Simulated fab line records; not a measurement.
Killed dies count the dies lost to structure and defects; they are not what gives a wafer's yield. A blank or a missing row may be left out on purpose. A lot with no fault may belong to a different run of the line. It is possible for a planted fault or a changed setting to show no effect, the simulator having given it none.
Which of the tools did it? | flow sky130 | 15 lots with 45 wafers sampled at 4 steps, on a route of 708 steps

## WHAT THE GAUGES READ, wafer by wafer
SKY_VT_ADJUST_HVTR_OVL_MEAS_08.
lot  | measured     | on         | VT_ADJUST_HVTR_OVL (nm)
L526 | day 10 03:56 | overlay-02 | -1.3 -0.4 -0.3
L527 | day 10 04:42 | overlay-02 | -2.9 0.5 1.0
L528 | day 11 02:04 | overlay-01 | 2.9 4.1 2.6
L529 | day 11 02:21 | overlay-02 | -1.4 -1.5 -1.0
L530 | day 11 05:26 | overlay-01 | 2.1 0.3 -0.6
L531 | day 11 13:11 | overlay-02 | -1.5 -1.5 -3.5
L534 | day 11 20:09 | overlay-01 | -2.9 -3.9 -2.1
L540 | day 13 19:31 | overlay-02 | 0.2 0.8 -0.7
L541 | day 14 04:12 | overlay-02 | -1.7 -2.8 -1.0
L542 | day 14 11:53 | overlay-02 | 0.7 1.1 -0.5
L543 | day 14 16:12 | overlay-02 | 1.0 0.3 0.1
L544 | day 14 22:28 | overlay-01 | -2.3 -0.9 -1.2
L545 | day 15 09:43 | overlay-01 | 0.6 1.1 1.3
L546 | day 15 23:51 | overlay-02 | -0.3 0.2 0.5
L548 | day 16 13:24 | overlay-01 | 0.2 -1.0 0.2

SKY_SONOS_ONO_THK_MEAS_05.
lot  | measured     | on            | SONOS_ONO_CVD_04_THK (nm)
L526 | day 12 08:49 | film metro-03 | 5.82 5.72 5.76
L527 | day 12 08:49 | film metro-04 | 5.55 5.42 5.48
L528 | day 13 09:38 | film metro-04 | 5.51 5.65 5.61
L529 | day 13 09:38 | film metro-03 | 5.71 5.61 5.66
L530 | day 13 20:05 | film metro-03 | 5.65 5.62 5.56
L531 | day 13 21:20 | film metro-03 | 5.57 5.66 5.78
L534 | day 14 02:47 | film metro-04 | 5.53 5.66 5.58
L540 | day 16 07:47 | film metro-02 | 5.62 5.47 5.48
L541 | day 16 16:05 | film metro-04 | 5.66 5.66 5.69
L542 | day 17 02:16 | film metro-03 | 5.54 5.55 5.54
L543 | day 17 05:07 | film metro-02 | 5.61 5.68 5.61
L544 | day 17 14:00 | film metro-04 | 5.71 5.63 5.71
L545 | day 17 22:10 | film metro-04 | 5.62 5.65 5.61
L546 | day 18 16:07 | film metro-02 | 5.51 5.47 5.38
L548 | day 19 06:20 | film metro-04 | 5.66 5.63 5.75

SKY_POLY_GATE_OVL_MEAS_14.
lot  | measured     | on         | POLY_GATE_OVL (nm)
L526 | day 17 03:20 | overlay-01 | 2 3 0
L527 | day 17 04:44 | overlay-02 | 1 6 7
L528 | day 18 09:56 | overlay-02 | 6 5 3
L529 | day 18 10:04 | overlay-01 | 7 1 -1
L540 | day 21 15:16 | overlay-01 | 5 4 6
L541 | day 22 00:47 | overlay-02 | 1 0 -2
L542 | day 22 09:14 | overlay-02 | 5 0 -3
L543 | day 22 11:43 | overlay-02 | 4 -3 5
L544 | day 22 23:05 | overlay-01 | 1 7 -1
L545 | day 23 08:17 | overlay-02 | 4 4 2
L546 | day 23 23:13 | overlay-02 | 10 8 8
L548 | day 24 15:20 | overlay-02 | -1 1 6

## WHICH TOOL RAN EACH LOT (tool, then ch and the chambers of the sampled wafers, then the start)
lot  | SKY_GATE_OXIDE_WET_ETCH_12
L526 | wet bench-01 ch 2, day 14 14:25
L527 | wet bench-02 ch 3, day 14 14:30
L528 | wet bench-01 ch 1, day 15 15:55
L529 | wet bench-01 ch 3, day 15 16:27
L530 | wet bench-01 ch 3, day 16 03:06
L531 | wet bench-01 ch 1, day 16 07:10
L534 | wet bench-01 ch 2, day 16 14:57
L540 | wet bench-02 ch 3, day 18 20:43
L541 | wet bench-04 ch 2, day 19 05:52
L542 | wet bench-02 ch 1, day 19 15:55
L543 | wet bench-04 ch 3, day 19 18:10
L544 | wet bench-01 ch 3, day 20 04:51
L545 | wet bench-04 ch 3, day 20 14:04
L546 | wet bench-01 ch 0, day 21 07:28
L548 | wet bench-04 ch 0, day 21 22:01
- SKY_GATE_OXIDE_WET_ETCH_12: etches SiO2 in dHF, target depth 16.8 nm, time 336 s.

## WHAT THE TOOLS THEMSELVES READ (means of the sampled wafers that have a number; where no wafer has one, the mark that the record gives instead)
SKY_GATE_OXIDE_WET_ETCH_12.
lot  | tool         | run length s (s)
L526 | wet bench-01 | 361
L527 | wet bench-02 | 370
L528 | wet bench-01 | 360
L529 | wet bench-01 | 362
L530 | wet bench-01 | 156
L531 | wet bench-01 | 156
L534 | wet bench-01 | 156
L540 | wet bench-02 | 362
L541 | wet bench-04 | 361
L542 | wet bench-02 | 361
L543 | wet bench-04 | 362
L544 | wet bench-01 | 369
L545 | wet bench-04 | 363
L546 | wet bench-01 | 362
L548 | wet bench-04 | 361

## THE ANSWER, worked out from the rows above alone
Rule: usual is defined by the lots themselves. Put in order of their means at a reading, lots are off if they are a third of the lots or fewer, leave a main group of 4 or more, and stand apart from it by a gap of 3 or more times the standard deviation of the main group's means; of several such gaps the widest counts. If all means in a main group match to the digits the tables above print for the reading, that group is not used. A lot without any number at a reading at which 4 lots or more have one is off too. Any other lot the step has rows for is counted as sound. After the gauges, taken in route order, come the tools' own readings; for these a lot's mean is taken, as printed above. The first step at which some lot is off is used, and at that step the reading that is off furthest; a lot without a number counts as furthest.
Off: L530, L531, L534, at SKY_GATE_OXIDE_WET_ETCH_12 (run length s). For the main group the mean is 363 s and the standard deviation 3.1.
If a tool, at that step or one of the process steps before it, ran each lot that is off and ran no sound lot following the first of them, it fits. Not one of the candidates tried fits.

## WHAT THE SIMULATOR PUT IN
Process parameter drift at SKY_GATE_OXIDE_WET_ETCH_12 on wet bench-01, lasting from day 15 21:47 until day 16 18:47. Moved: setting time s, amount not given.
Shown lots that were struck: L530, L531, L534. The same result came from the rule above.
